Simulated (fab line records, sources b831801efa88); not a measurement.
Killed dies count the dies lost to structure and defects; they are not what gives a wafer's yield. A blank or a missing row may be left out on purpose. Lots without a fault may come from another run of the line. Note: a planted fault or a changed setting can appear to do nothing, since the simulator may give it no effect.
Code-filled problem report in 8D (eight disciplines) form	flow sky130	the parts of the form that need people (team, actions taken, sign-off) are left out

## 1. WHAT IS WRONG
Across 2 wafers from 2 lots, VIA4_HDPCVD_THK at SKY_VIA4_THK_MEAS_01 averages 1296 nm, while fault-free wafers read 1736 nm with a standard deviation of 31. That is -14 standard deviations from the usual mean.
First observed at day 44 19:09: wafer L814.5, on film_metro-01. The record has a number at this step for 35 wafers belonging to 12 lots. By rule, "out" or "out of limits" means more than 4 standard deviations away from the usual mean. The other wafers with a number count as sound.

## 2. WHAT IT IS; WHAT IT IS NOT
question	is	is not
which readings at this step	VIA4_HDPCVD_THK	-
which lots	L814, L816	L803, L807, L808, L818, L819, L821, L822, L823, L824, L826
which wafers of those lots	L814.5, L816.5	L814.3, L816.2, L816.4
read on which gauges	film_metro-01, film_metro-04	film_metro-02
when	from day 44 19:09	up to then (10 sound wafers); but 23 sound wafers of L816, L818, L819, L821, L822, L823, L824, L826 came after

## 3. SUSPECTS, AND WHAT RULES EACH OUT
Counting: any tool at a process step up to the reading remains a suspect provided it ran every lot that is out. Sound lots after the first of them don't rule it out here, since some wafers of a struck lot are sound.
- the gauge at SKY_VIA4_THK_MEAS_01 has been ruled out. 2 gauges (film_metro-01, film_metro-04) read the wafers that are out.
- rie_metal-01 at SKY_METAL2_DESCUM_17 (chemistry O2, time 8 s): kept. Every lot that is out went through it, the first being L814 (day 38 18:07); the last sound lot it ran before that was L808 (day 37 01:25).
- hdpcvd-01 at SKY_VIA4_HDPCVD_00 (deposits SiO2, target thk 1750 nm, time 291.7 s): kept. Every lot that is out went through it, the first being L814 (day 44 18:57); the last sound lot it ran before that was L807 (day 43 12:40).
What counting leaves: rie_metal-01 at SKY_METAL2_DESCUM_17 and hdpcvd-01 at SKY_VIA4_HDPCVD_00.

## 4. THE CAUSE (what the simulator had put in)
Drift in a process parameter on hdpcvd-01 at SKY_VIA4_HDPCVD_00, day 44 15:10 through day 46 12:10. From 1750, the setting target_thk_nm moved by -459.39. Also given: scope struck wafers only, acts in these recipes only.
After counting, 2 suspects remain, this tool included.

## 5. THE EFFECT CHAIN, in route order
One row per reading whose mean, taken over the struck wafers that have a number, lies over 3 standard deviations from the usual. Scope: only readings with a usual standard deviation given in the record; hours: median across lots of the time from each lot's start at the first step in this table that gives one to its start at this step; sigmas: change in usual standard deviations.
hours	step	reading	usual	on struck wafers	change	sigmas
0	SKY_VIA4_THK_MEAS_01	VIA4_HDPCVD_THK	1736 nm	1296	-440	-14

## 6. WHAT WOULD HAVE CAUGHT IT SOONER
Counted from the fault's start at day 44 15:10, it took 4 hours until the first out-of-limits reading at a measuring or inspecting step in this record, taken at day 44 19:09.
Lots out: 2; of these, L816 started SKY_VIA4_HDPCVD_00 on hdpcvd-01 after day 44 19:09. A tool hold placed at that time would have kept it from harm.
